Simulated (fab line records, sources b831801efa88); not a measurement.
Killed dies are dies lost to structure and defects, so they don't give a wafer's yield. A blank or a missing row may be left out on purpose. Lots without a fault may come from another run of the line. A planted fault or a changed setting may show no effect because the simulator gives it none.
One fault seen from 2 desks | flow sky130 | each desk has only its own numbers; what lay behind them comes last

THE METROLOGY DESK
What the gauges read, lot by lot, whatever tool the lot ran on: means of the sampled wafers that have a number. A lot is out of limits, marked OUT, if its mean lies more than 4 standard deviations from the usual mean; the brackets give that distance.
Columns: A = METAL3_OVL at SKY_METAL3_OVL_MEAS_14, usual -6 nm; B = VIA3_BOW at SKY_VIA3_BOW_MEAS_03, usual 78 um
lot  | first seen here | A   | B
L681 | day 38 12:54    | -7  | 79
L682 | day 39 02:18    | -7  | 75
L683 | day 39 04:37    | -6  | 83
L684 | day 39 13:46    | -14 | 75
L685 | day 39 16:03    | -11 | 78
L694 | day 42 16:49    | 0   | 73
L697 | day 43 11:37    | -8  | 73
L701 | day 44 21:56    | -9  | 86
L703 | day 45 13:43    | 0   | 82
L704 | day 45 17:58    | 1   | 79
This desk's finding: nothing out of limits on any of the 10 lots.

THE TOOL OWNER'S DESK: cmp-01
The tool's own readings at SKY_VIA3_CMP_02 (polishes SiO2): means of the sampled wafers that have a number, for each lot that ran on this tool. A lot is out of limits, marked OUT, if its mean lies more than 4 standard deviations from the usual mean; the brackets give that distance.
Columns: A = motor_current_A at SKY_VIA3_CMP_02, usual 11.5 A; B = platen_rpm at SKY_VIA3_CMP_02, usual 60.00 rpm
lot  | first seen here | A    | B
L681 | day 38 14:10    | 12.0 | 60.02
L682 | day 39 04:36    | 11.8 | 60.04
L684 | day 39 15:08    | 11.2 | 60.01
L685 | day 39 17:25    | 12.3 | 60.00
L694 | day 42 19:01    | 11.6 | 59.99
L704 | day 45 19:39    | 11.7 | 60.03
This desk's finding: nothing out of limits on any of the 6 lots.

PUT TOGETHER
The metrology desk saw nothing out of limits.
The tool owner's desk saw nothing out of limits.

WHAT THE SIMULATOR HAD PUT IN
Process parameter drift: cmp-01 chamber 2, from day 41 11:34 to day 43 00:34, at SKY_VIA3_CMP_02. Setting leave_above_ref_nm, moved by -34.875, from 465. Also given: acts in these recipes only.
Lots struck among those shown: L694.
